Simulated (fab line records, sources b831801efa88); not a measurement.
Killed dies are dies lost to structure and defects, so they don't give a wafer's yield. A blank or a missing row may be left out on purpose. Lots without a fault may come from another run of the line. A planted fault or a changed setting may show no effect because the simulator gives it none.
Chamber matching | flow sky130 | SKY_CONTACT_ETCH_16 on rie_diel-04: 4 sister chambers
The step etches BARC in N2/H2, stops on SiO2, time 45.9 s, target depth 60 nm. 8 wafers are shown with their chamber, then 7 later ones without.

WAFERS WITH THEIR CHAMBER
wafer  | chamber | drypump_motor_current_A (A) | oes_product_au (a.u.)
L969.2 | 2       | 5.47                        | 0.859
L975.3 | 2       | 5.46                        | 0.863
L975.4 | 0       | 5.44                        | 0.856
L975.6 | 0       | 5.39                        | 0.857
L977.1 | 1       | 5.88                        | 0.857
L977.6 | 3       | 5.47                        | 0.854
L981.4 | 3       | 5.47                        | 0.853
L981.5 | 1       | 5.84                        | 0.860

WAFERS WITHOUT THEIR CHAMBER
wafer  | drypump_motor_current_A (A) | oes_product_au (a.u.)
L981.6 | 5.47                        | 0.850
L988.1 | 5.45                        | 0.863
L988.5 | 5.48                        | 0.855
L988.6 | 5.48                        | 0.847
L990.1 | 5.50                        | 0.858
L990.2 | 5.47                        | 0.854
L990.4 | 5.85                        | 0.863

WHICH CHAMBER EACH WENT THROUGH
wafer  | from the rows above          | in truth
L981.6 | 3                            | 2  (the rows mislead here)
L988.1 | 2                            | 2
L988.5 | 3                            | 3
L988.6 | 3                            | 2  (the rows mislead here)
L990.1 | can't be placed: 2 or 3 or 0 | 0
L990.2 | 3                            | 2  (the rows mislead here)
L990.4 | 1                            | 1
Placed correctly: 3 of 7. Can't be placed from these rows: 1 (the true chamber is among the candidates in 1). Placed wrongly: 3.
How it was worked out, from the rows above alone: a wafer's distance from a chamber is the root of the sum, over the readings, of the square of ((its reading less the chamber's mean) divided by the reading's scatter). The wafer belongs to the nearest chamber; if the next one is less than 2 further off, it can't be placed. A chamber's mean is the mean of its shown wafers. The scatter: the root of (the sum of the squares of (reading less its chamber's mean) over the shown wafers, divided by (wafers less chambers)).
